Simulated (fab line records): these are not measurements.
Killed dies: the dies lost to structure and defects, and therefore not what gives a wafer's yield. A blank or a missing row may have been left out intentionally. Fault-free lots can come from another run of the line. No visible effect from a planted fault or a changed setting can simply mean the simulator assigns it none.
Comparing a struck lot with a sound one -- flow sky130 -- 24 out of 708 route steps
Sound: wafers L466.1, L466.5, L466.6. Struck: wafers L462.2, L462.4, L462.6. The cause comes at the end.
Each step with rows lists, per side, the tool, then ch with its chambers, then its first start. Under that, the readings that differ: sound wafers -- struck wafers -- difference of the means -- sigmas: that difference in standard deviations of wafers without a fault.
alike: a reading whose means differ by less than 2 such deviations, as well as words and numbers matching on both sides. not compared: withheld readings; readings where some wafer has no value; bounds like >300 that might hide an equal value; numbers whose values overlap and for which the record gives no deviation.
The two part at a step that has a row with sigmas, a row that says differs or no value, or rows on one side only. When numbers do not overlap yet have no deviation, they are printed without sigmas and do not part them. Lack of a reading on every wafer of one side parts them only where that side has two or more wafers.

first, 4 steps without rows for these wafers: SKY_FIELD_ISO_DEHYDRATE_05 (time 60 s); SKY_FIELD_ISO_HMDS_06 (prime time 60 s); SKY_FIELD_ISO_COAT_07 (resist thk 60 nm); SKY_FIELD_ISO_COAT_08 (resist thk 450 nm).
SKY_FIELD_ISO_SOFTBAKE_09: time 92.29 s.
  sound: litho-track-04 ch 0; struck: litho-track-04 ch 0
  alike: plate-sensor-t-centre-C, plate-sensor-t-edge-C
then, 3 steps without rows for these wafers: SKY_FIELD_ISO_EXPOSE_10 (exposes mask FOM, target cd 150 nm); SKY_FIELD_ISO_PEB_11; SKY_FIELD_ISO_DEVELOP_12 (develop time 60 s).
SKY_FIELD_ISO_CD_MEAS_13: the cd target is 150 nm.
  sound on cd-sem-02 at day 6 08:49; struck on cd-sem-02 at day 5 10:17
  alike: cd-nm
SKY_FIELD_ISO_ETCH_14: etches BARC in N2/H2, stops on SiO2, time 48.11 s, target depth 60 nm.
  sound on rie-diel-04 ch 0,1,2, day 6 08:56; struck on rie-diel-02 ch 0,1, day 5 10:23
  alike: chamber-pressure-mTorr, drypump-motor-current-A, oes-product-au, throttle-valve-pct
  not compared: rf-hours-counter-h
SKY_FIELD_ISO_ETCH_15: etches the open film in CHF3/O2, stops on Si, target depth 180 nm, time 72 s.
  sound on rie-diel-04 ch 0,1,2, day 6 08:59; struck on rie-diel-02 ch 0,1, day 5 10:26
  alike: O2_flow_sccm, bias-w, drypump-motor-current-A, oes-product-au, throttle-valve-pct
  not compared: rf-hours-counter-h
SKY_FIELD_ISO_STRIP_16: strips in O2/N2.
  sound on plasma-asher-01 ch 0,1, day 6 09:02; struck on plasma-asher-04 ch 0, day 5 10:29
  alike: drypump-motor-current-A, oes-product-au, strip-time-to-endpoint-s
  not compared: rf-hours-counter-h
SKY_FIELD_ISO_ETCH_17: etches Si in HBr/Cl2/O2, target depth 342 nm, time 97.7 s.
  sound on rie-si-02 ch 0,2,3, day 6 09:08; struck on rie-si-01 ch 0,1,2, day 5 10:35
  no value came back on the struck wafers for any of 6 readings (HBr_flow_sccm (sccm), O2_flow_sccm (sccm) and others); on the sound wafers HBr_flow_sccm (sccm) reads 149.6 150.6 150.4
reading,sound,struck,difference,sigmas
model.Si3N4_of_FIELD_ISO_CVD_03.thk-nm (nm),151.1 150.8 150.6,166.1 165.9 165.2,+14.9,
  not compared: rf-hours-counter-h
then, 7 steps without rows for these wafers: SKY_FIELD_ISO_WET_ETCH_18 (etches Si3N4 in H3PO4, target depth 25 nm, time 286 s); SKY_FIELD_ISO_CLEAN_19 (cleans in SC1/SC2, time 150 s); SKY_FIELD_ISO_CLEAN_20 (cleans in dHF, time 20 s); SKY_FIELD_ISO_WET_ETCH_21 (etches SiO2 in dHF, target depth 20 nm, time 400 s); SKY_FIELD_ISO_OXIDATION_22 (stabilise 600 s, purge 300 s, target thk 10 nm); SKY_FIELD_ISO_CVD_24 (deposits SiO2, target thk 595 nm, time 99.2 s); SKY_FIELD_ISO_ANNEAL_26 (time 1800 s).
SKY_FIELD_ISO_CMP_27: polishes, stops on Si3N4, t overpolish 16 s, target thk 457.8 nm.
  sound on cmp-01 ch 1,2, day 6 12:25; struck on cmp-02 ch 0,3, day 5 13:48
  alike: motor-current-A
SKY_FIELD_ISO_WET_ETCH_28: etches SiO2 in dHF, target depth 23.7 nm, time 47 s.
  sound on wet-bench-04 ch 1, day 6 12:40; struck on wet-bench-01 ch 0, day 5 14:06
reading,sound,struck,difference,sigmas
model.Si3N4_of_FIELD_ISO_CVD_03.thk-nm (nm),119.4 119 118.9,134.7 134.5 134,+15.3,
  alike: bath-heat-duty-pct, run-length-s
then, 1 step without rows for these wafers: SKY_FIELD_ISO_WET_ETCH_29 (etches Si3N4 in H3PO4, target depth 160 nm, time 1825 s).
-- the record jumps here: 44 days lie between the struck wafers' starts before and after (it left off in module FIELD_ISO and takes up again in module PAD_OPEN, whose first step shown is number 708 of the route) --
SKY_PAD_OPEN_PROBE_99:
  only the struck wafers here have rows in the record (prober-02, day 49 06:05); the sound ones have none

## WHERE THEY PART
At SKY_FIELD_ISO_ETCH_17 first; at SKY_PAD_OPEN_PROBE_99 last (within this record only).

WHY: the cause the simulator had injected
Whole step skipped at SKY_FIELD_ISO_ETCH_17 on rie-si-01, starting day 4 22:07. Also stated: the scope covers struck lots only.
